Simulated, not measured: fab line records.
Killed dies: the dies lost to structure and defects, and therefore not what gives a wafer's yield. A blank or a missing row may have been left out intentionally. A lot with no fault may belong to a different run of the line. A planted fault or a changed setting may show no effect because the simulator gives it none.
fab line records + flow sky130
record
- lots=6
- wafers=16
- lastDay=49
route steps=708 shown VT_ADJUST_LVTN@113 VT_ADJUST_NCORE@119 PAD_OPEN@708
lots untouched by any fault: they come from a run of this same line in which no faults occurred
startH: the number of hours between the record's first day and the start of the first shown wafer of the lot + waitH: hours from the lot's prior step to this one + " unchanged from the row above + L1.1+2: a row that stands for several wafers + - no value, or no start was given + * or withheld: withheld + < > ~ a bound
route shown NAME@n: a module of which the file shows steps, and the number in the route of the first + usual: mean/standard deviation of fault-free wafers + same: alike in all rows + chamber/n: place in a boat + sites: per-site readings + _std_site: the standard deviation of these + _edge_site: outer sites' mean less inner sites' + radiusMm: for every site, how far away it sits from the centre of the wafer + mask NAME#n: copy n + behind: the last tool/chamber to shape the wafer + hold: cause of the lot's hold/its duration in hours/its outcome + device: transistor that didn't switch, given as n, p or np + end of line: the same wafers' tests at the end of the route + a step given without rows: its recipe and nothing more + killed: dies lost to structure and defects at the first sort, not the wafer's yield + map: a wafer's dies, x killed, . not, _ none there
set.NAME: the setting as run; set.NAME@STEP: as run at that earlier step + model.NAME: the simulator's own value behind a step, which no gauge read
lots seen at some steps along the route; tables by step, rows by wafer
services: from which hour (startH, from the record's first day; less than 0 if before it) a tool's chamber was out of use, for how many hours, and why
## steps
# step SKY_VT_ADJUST_LVTN_PEB_16
# recipe
- tempC=withheld
- timeS=*
- resist=NOVOLAK
# step SKY_VT_ADJUST_LVTN_DEVELOP_17
# recipe
- resist=NOVOLAK
- developer=TMAH
- developTimeS=60
- devTempC=23
# step SKY_VT_ADJUST_LVTN_OVL_MEAS_18
# usual
- VT_ADJUST_LVTN_01_OVL=0.0/1.2
| lot.wafer | tool       | chamber | startH | waitH | VT_ADJUST_LVTN_01_OVL[nm] |
|-----------|------------|---------|--------|-------|---------------------------|
| L501.3    | overlay-02 | -       | 189.60 | 0.1   | 0.7                       |
| L501.4    | "          | -       | "      | "     | 1.3                       |
| L501.5    | "          | -       | "      | "     | 1.1                       |
| L504.2    | overlay-01 | -       | 209.13 | 0.1   | 2.8                       |
| L504.4    | "          | -       | "      | "     | 0.9                       |
| L504.6    | "          | -       | "      | "     | 0.0                       |
| L507.1    | overlay-02 | -       | 229.74 | 0.1   | 2.8                       |
| L507.5    | "          | -       | "      | "     | 0.9                       |
| L507.6    | "          | -       | "      | "     | 0.0                       |
| L512.1    | overlay-02 | -       | 261.17 | 0.1   | 0.4                       |
| L512.3    | "          | -       | "      | "     | 0.0                       |
| L514.2    | overlay-01 | -       | 277.19 | 0.1   | -1.1                      |
| L514.3    | "          | -       | "      | "     | -0.9                      |
| L518.1    | overlay-02 | -       | 298.88 | 0.1   | 1.8                       |
| L518.5    | "          | -       | "      | "     | 1.8                       |
| L518.6    | "          | -       | "      | "     | 0.2                       |
# step SKY_VT_ADJUST_LVTN_IMPLANT_19
# recipe
- species=B
- energyKev=30
- doseCm2=6.5e+11
- tiltDeg=withheld
# step SKY_VT_ADJUST_LVTN_STRIP_20
# recipe
- chemistry=O2/N2
- powerW=1400
- pressureMtorr=1500
- platenTempC=withheld
- o2FlowSccm=3000
- n2FlowSccm=300
- overashFraction=0.5
# usual
- drypumpMotorCurrentA=5.83/0.17
- oesProductAu=0.716/0.0043
- stripTimeToEndpointS=14.17/0.037
| lot.wafer | tool           | chamber | startH | waitH | drypumpMotorCurrentA | oesProductAu | rfHoursCounterH | stripTimeToEndpointS |
|-----------|----------------|---------|--------|-------|----------------------|--------------|-----------------|----------------------|
| L501.3    | plasmaAsher-03 | 0       | 189.80 | 0.1   | 5.97                 | 0.719        | -               | 14.21                |
| L501.4    | "              | 1       | "      | "     | 5.65                 | 0.714        | -               | 14.15                |
| L501.5    | "              | 1       | "      | "     | 5.62                 | 0.710        | -               | 14.15                |
| L504.2    | plasmaAsher-01 | 0       | 209.31 | 0.1   | 5.92                 | 0.709        | 9               | 14.16                |
| L504.4    | "              | 1       | "      | "     | 5.94                 | 0.727        | -               | 14.16                |
| L504.6    | "              | 0       | "      | "     | 5.92                 | 0.719        | -               | 14.13                |
| L507.1    | plasmaAsher-02 | 1       | 229.92 | 0.1   | 5.55                 | 0.715        | 40              | 14.21                |
| L507.5    | "              | 0       | "      | "     | 5.97                 | 0.715        | -               | 14.23                |
| L507.6    | "              | 1       | "      | "     | 5.57                 | 0.717        | -               | 14.22                |
| L512.1    | plasmaAsher-03 | 1       | 261.36 | 0.1   | 5.65                 | 0.715        | 59              | 14.12                |
| L512.3    | "              | 0       | "      | "     | 5.99                 | 0.718        | -               | 14.16                |
| L514.2    | plasmaAsher-01 | 0       | 277.37 | 0.1   | 5.92                 | 0.717        | 15              | 14.19                |
| L514.3    | "              | 0       | "      | "     | 5.93                 | 0.716        | -               | 14.16                |
| L518.1    | plasmaAsher-01 | 1       | 299.07 | 0.1   | 5.91                 | 0.719        | 17              | 14.18                |
| L518.5    | "              | 1       | "      | "     | 5.92                 | 0.714        | -               | 14.22                |
| L518.6    | "              | 0       | "      | "     | 5.92                 | 0.715        | -               | 14.27                |
# step SKY_VT_ADJUST_LVTN_TW_MEAS_21
# usual
- VT_ADJUST_LVTN_2_TW=188.6/1
| lot.wafer | tool         | chamber | startH | waitH | VT_ADJUST_LVTN_2_TW |
|-----------|--------------|---------|--------|-------|---------------------|
| L501.3    | filmMetro-03 | -       | 189.89 | 0.1   | 190.0               |
| L501.4    | "            | -       | "      | "     | 189.1               |
| L501.5    | "            | -       | "      | "     | 189.3               |
| L504.2    | filmMetro-02 | -       | 209.42 | 0.1   | 188.4               |
| L504.4    | "            | -       | "      | "     | 187.5               |
| L504.6    | "            | -       | "      | "     | 187.9               |
| L507.1    | filmMetro-03 | -       | 230.02 | 0.1   | 188.3               |
| L507.5    | "            | -       | "      | "     | 187.4               |
| L507.6    | "            | -       | "      | "     | 189.4               |
| L512.1    | filmMetro-02 | -       | 261.46 | 0.1   | 187.3               |
| L512.3    | "            | -       | "      | "     | 186.6               |
| L514.2    | filmMetro-03 | -       | 277.48 | 0.1   | 187.2               |
| L514.3    | "            | -       | "      | "     | 187.6               |
| L518.1    | filmMetro-03 | -       | 299.17 | 0.1   | 188.5               |
| L518.5    | "            | -       | "      | "     | 189.0               |
| L518.6    | "            | -       | "      | "     | 187.7               |
# step SKY_VT_ADJUST_NCORE_DEHYDRATE_00
# recipe
- tempC=200
- timeS=60
# step SKY_VT_ADJUST_NCORE_HMDS_01
# recipe
- primeTimeS=60
- primeTempC=120
# step SKY_VT_ADJUST_NCORE_COAT_02
# recipe
- resist=NOVOLAK
- spinRpm=3000
- resistThkNm=1140
# step SKY_VT_ADJUST_NCORE_SOFTBAKE_03
# recipe
- tempC=90
- timeS=60
- resist=NOVOLAK
# step SKY_VT_ADJUST_NCORE_EXPOSE_04
# recipe
- maskId=LVTN_COMPLEMENT_THIN
- na=0.6
- sourceShape=conventional
- sigmaOuter=0.6
- polarization=unpolarized
- targetCdNm=380
- doseMj=139
# step SKY_VT_ADJUST_NCORE_PEB_05
# recipe
- tempC=withheld
- timeS=*
- resist=NOVOLAK
# step SKY_VT_ADJUST_NCORE_DEVELOP_06
# recipe
- resist=NOVOLAK
- developer=TMAH
- developTimeS=60
- devTempC=23
| lot.wafer  | tool          | chamber | startH | waitH |
|------------|---------------|---------|--------|-------|
| L501.3+4+5 | lithoTrack-02 | 0       | 210.89 | 0.1   |
| L504.2+4+6 | lithoTrack-04 | 0       | 231.10 | 0.1   |
| L507.1+5+6 | lithoTrack-04 | 0       | 251.67 | 0.1   |
| L512.1+3   | lithoTrack-04 | 0       | 285.67 | 0.1   |
| L514.2+3   | lithoTrack-04 | 0       | 301.95 | 0.1   |
| L518.1+5+6 | lithoTrack-02 | 0       | 324.58 | 0.1   |
# step SKY_VT_ADJUST_NCORE_CD_MEAS_07
# recipe
- targetCdNm=380
# usual
- cdNm=380.9/2.9
| lot.wafer | tool     | chamber | startH | waitH | cdNm  |
|-----------|----------|---------|--------|-------|-------|
| L501.3    | cdSem-01 | -       | 211.03 | 0.1   | 380.6 |
| L501.4    | "        | -       | "      | "     | 378.6 |
| L501.5    | "        | -       | "      | "     | 377.0 |
| L504.2    | cdSem-02 | -       | 231.24 | 0.1   | 385.1 |
| L504.4    | "        | -       | "      | "     | 383.4 |
| L504.6    | "        | -       | "      | "     | 385.1 |
| L507.1    | cdSem-02 | -       | 251.82 | 0.1   | 379.5 |
| L507.5    | "        | -       | "      | "     | 378.1 |
| L507.6    | "        | -       | "      | "     | 378.1 |
| L512.1    | cdSem-01 | -       | 285.82 | 0.1   | 382.6 |
| L512.3    | "        | -       | "      | "     | 371.8 |
| L514.2    | cdSem-02 | -       | 302.09 | 0.1   | 372.1 |
| L514.3    | "        | -       | "      | "     | 371.3 |
| L518.1    | cdSem-01 | -       | 324.73 | 0.1   | 377.2 |
| L518.5    | "        | -       | "      | "     | 377.1 |
| L518.6    | "        | -       | "      | "     | 376.5 |
# step SKY_VT_ADJUST_NCORE_OVL_MEAS_08
# usual
- VT_ADJUST_NCORE_OVL=0.7/1.3
| lot.wafer | tool       | chamber | startH | waitH | VT_ADJUST_NCORE_OVL[nm] |
|-----------|------------|---------|--------|-------|-------------------------|
| L501.3    | overlay-02 | -       | 211.12 | 0.1   | 0.7                     |
| L501.4    | "          | -       | "      | "     | 0.9                     |
| L501.5    | "          | -       | "      | "     | 1.5                     |
| L504.2    | overlay-01 | -       | 231.35 | 0.1   | 2.5                     |
| L504.4    | "          | -       | "      | "     | 1.8                     |
| L504.6    | "          | -       | "      | "     | 1.1                     |
| L507.1    | overlay-01 | -       | 251.94 | 0.1   | 2.4                     |
| L507.5    | "          | -       | "      | "     | 0.1                     |
| L507.6    | "          | -       | "      | "     | 1.9                     |
| L512.1    | overlay-02 | -       | 285.94 | 0.1   | -0.3                    |
| L512.3    | "          | -       | "      | "     | -0.7                    |
| L514.2    | overlay-02 | -       | 302.20 | 0.1   | 2.9                     |
| L514.3    | "          | -       | "      | "     | 1.4                     |
| L518.1    | overlay-02 | -       | 324.85 | 0.1   | 0.8                     |
| L518.5    | "          | -       | "      | "     | 0.9                     |
| L518.6    | "          | -       | "      | "     | 1.3                     |
# step SKY_PAD_OPEN_PROBE_99
# usual
- killed_at_M0_to_M3=43/6.4
- killed_at_M4_up=2.8/1.7
- killedAtContacts=24/5.5
- killedAtFrontEnd=15/4
- killedAtOther=0.3/0.54
- killedDies=86/9.1
- killedOpen=47/6.6
- killedShort=39/6.2
# same
- grossDies=492
- killedAtBackSide=0
| lot.wafer | tool      | chamber | startH  | waitH | killed_at_M0_to_M3 | killed_at_M4_up | killedAtContacts | killedAtFrontEnd | killedAtOther | killedDies | killedOpen | killedShort |
|-----------|-----------|---------|---------|-------|--------------------|-----------------|------------------|------------------|---------------|------------|------------|-------------|
| L504.4    | prober-01 | -       | 1115.74 | 0.2   | 55                 | 2               | 24               | 14               | 0             | 95         | 49         | 46          |
| L504.6    | prober-01 | -       | 1115.84 | 0.2   | 43                 | 2               | 34               | 11               | 0             | 90         | 44         | 46          |
| L507.1    | prober-02 | -       | 1133.97 | 0.1   | 56                 | 2               | 25               | 18               | 0             | 101        | 58         | 43          |
| L507.5    | prober-02 | -       | 1134.17 | 0.2   | 52                 | 2               | 29               | 11               | 0             | 94         | 58         | 36          |
| L507.6    | prober-02 | -       | 1134.22 | 0.2   | 48                 | 1               | 33               | 9                | 1             | 92         | 50         | 42          |
| L512.1    | prober-01 | -       | 1163.96 | 0.1   | 41                 | 3               | 31               | 12               | 0             | 87         | 54         | 33          |
| L512.3    | prober-01 | -       | 1164.06 | 0.2   | 46                 | 1               | 20               | 12               | 0             | 79         | 39         | 40          |
| L514.2    | prober-01 | -       | 1169.90 | 0.1   | 38                 | 3               | 32               | 16               | 1             | 90         | 51         | 39          |
| L514.3    | prober-01 | -       | 1169.95 | 0.2   | 44                 | 3               | 18               | 15               | 0             | 80         | 41         | 39          |
| L518.1    | prober-01 | -       | 1186.85 | 0.1   | 37                 | 3               | 22               | 22               | 0             | 84         | 47         | 37          |
| L518.5    | prober-01 | -       | 1187.05 | 0.2   | 39                 | 2               | 23               | 17               | 0             | 81         | 41         | 40          |
| L518.6    | prober-01 | -       | 1187.10 | 0.2   | 40                 | 3               | 24               | 15               | 0             | 82         | 44         | 38          |
# killed by level:class
L504.4 VIA1:geometricParticle:open=17 CONTACT:geometricParticle:open=10 METAL1:geometricParticle:short=7 VIA1:geometricParticle:short=6 VIA2:geometricParticle:short=6 METAL2:geometricParticle:short=5 VIA2:geometricParticle:open=5 FIELD_ISO:geometricParticle:short=4
L504.6 CONTACT:geometricParticle:short=9 LI_CONTACT:geometricParticle:open=8 CONTACT:geometricParticle:open=8 VIA3:geometricParticle:open=8 VIA1:geometricParticle:open=6 VIA1:geometricParticle:short=6 LOCAL_INTERCONNECT:geometricParticle:short=6 VIA2:geometricParticle:open=6
L507.1 VIA3:geometricParticle:open=11 VIA1:geometricParticle:open=9 CONTACT:geometricParticle:open=8 FIELD_ISO:geometricParticle:open=7 VIA2:geometricParticle:open=6 POLY_GATE:geometricParticle:open=6 LI_CONTACT:geometricParticle:open=6 CONTACT:geometricParticle:short=6
L507.5 VIA1:geometricParticle:open=15 CONTACT:geometricParticle:open=11 LI_CONTACT:geometricParticle:open=8 VIA1:geometricParticle:short=6 VIA3:geometricParticle:open=5 METAL1:geometricParticle:short=5 LI_CONTACT:geometricParticle:short=4 METAL2:geometricParticle:short=4
L507.6 CONTACT:geometricParticle:open=10 VIA1:geometricParticle:open=9 CONTACT:geometricParticle:short=7 VIA2:geometricParticle:open=7 VIA3:geometricParticle:open=6 LI_CONTACT:geometricParticle:open=6 VIA1:geometricParticle:short=6 LOCAL_INTERCONNECT:geometricParticle:short=5
L512.1 VIA1:geometricParticle:open=14 CONTACT:geometricParticle:open=10 LI_CONTACT:geometricParticle:open=9 METAL1:geometricParticle:short=6 CONTACT:geometricParticle:short=5 FIELD_ISO:geometricParticle:open=4 VIA2:geometricParticle:open=4 FIELD_ISO:geometricParticle:short=3
L512.3 VIA1:geometricParticle:open=12 METAL2:geometricParticle:short=7 METAL1:geometricParticle:short=6 VIA1:geometricParticle:short=6 LOCAL_INTERCONNECT:geometricParticle:short=5 FIELD_ISO:geometricParticle:short=4 LI_CONTACT:geometricParticle:open=4 CONTACT:geometricParticle:open=4
L514.2 CONTACT:geometricParticle:open=10 VIA1:geometricParticle:open=10 METAL2:geometricParticle:short=9 VIA2:geometricParticle:open=9 POLY_GATE:geometricParticle:short=6 LI_CONTACT:geometricParticle:open=6 LOCAL_INTERCONNECT:geometricParticle:short=6 FIELD_ISO:geometricParticle:open=5
L514.3 VIA1:geometricParticle:open=11 LI_CONTACT:geometricParticle:open=7 VIA1:geometricParticle:short=5 VIA3:geometricParticle:open=5 VIA2:geometricParticle:open=4 CONTACT:geometricParticle:open=4 METAL2:geometricParticle:short=4 METAL3:geometricParticle:short=4
L518.1 VIA1:geometricParticle:open=10 FIELD_ISO:geometricParticle:open=8 CONTACT:geometricParticle:open=7 VIA2:geometricParticle:open=6 POLY_GATE:geometricParticle:short=5 METAL1:geometricParticle:short=5 LI_CONTACT:geometricParticle:open=4 CONTACT:geometricParticle:short=4
L518.5 VIA1:geometricParticle:open=9 LI_CONTACT:geometricParticle:open=7 FIELD_ISO:geometricParticle:open=6 METAL2:geometricParticle:short=6 FIELD_ISO:geometricParticle:short=5 LI_CONTACT:geometricParticle:short=5 CONTACT:geometricParticle:open=5 VIA1:geometricParticle:short=5
L518.6 CONTACT:geometricParticle:open=10 VIA1:geometricParticle:open=8 VIA3:geometricParticle:open=7 FIELD_ISO:geometricParticle:open=5 POLY_GATE:geometricParticle:open=5 CONTACT:geometricParticle:short=5 METAL2:geometricParticle:short=5 VIA2:geometricParticle:short=4
## services
| tool           | chamber | startH | hours | kind   |
|----------------|---------|--------|-------|--------|
| plasmaAsher-03 | -       | 166.17 | 0.8   | repair |
| plasmaAsher-02 | -       | 268.81 | 4.3   | pm     |
| plasmaAsher-03 | -       | 277.76 | 0.3   | repair |
| plasmaAsher-02 | -       | 297.11 | 14.6  | pm     |
## key
firstSign
- step=SKY_VT_ADJUST_NCORE_CD_MEAS_07
- reading=cdNm
- direction=down
- sigmas=3.2
- usual=380.9
- struck=371.7
effect none on later readings
metAt SKY_VT_ADJUST_NCORE_DEVELOP_06
struckWafers L512.3,L514.2,L514.3
testerLeftOut L512,L514
onsetBetween 251.67 285.67
fault
- kind=processParameterDrift
- tool=lithoTrack-04
- chamber=-
- onsetH=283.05
- steps=SKY_VT_ADJUST_NCORE_DEVELOP_06
- channel=developTimeS
- offset=*
- shape=step
- endH=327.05
- scope=struckWafersOnly
- actsIn=*
- stated=*
# testerLeftOut: of these lots the tester's yield and bins aren't shown, on N5 and GAA mostly nor the transistor test; their killed dies are dies lost to structure and defects alone, not to doping, threshold or leakage, so they don't give the yield
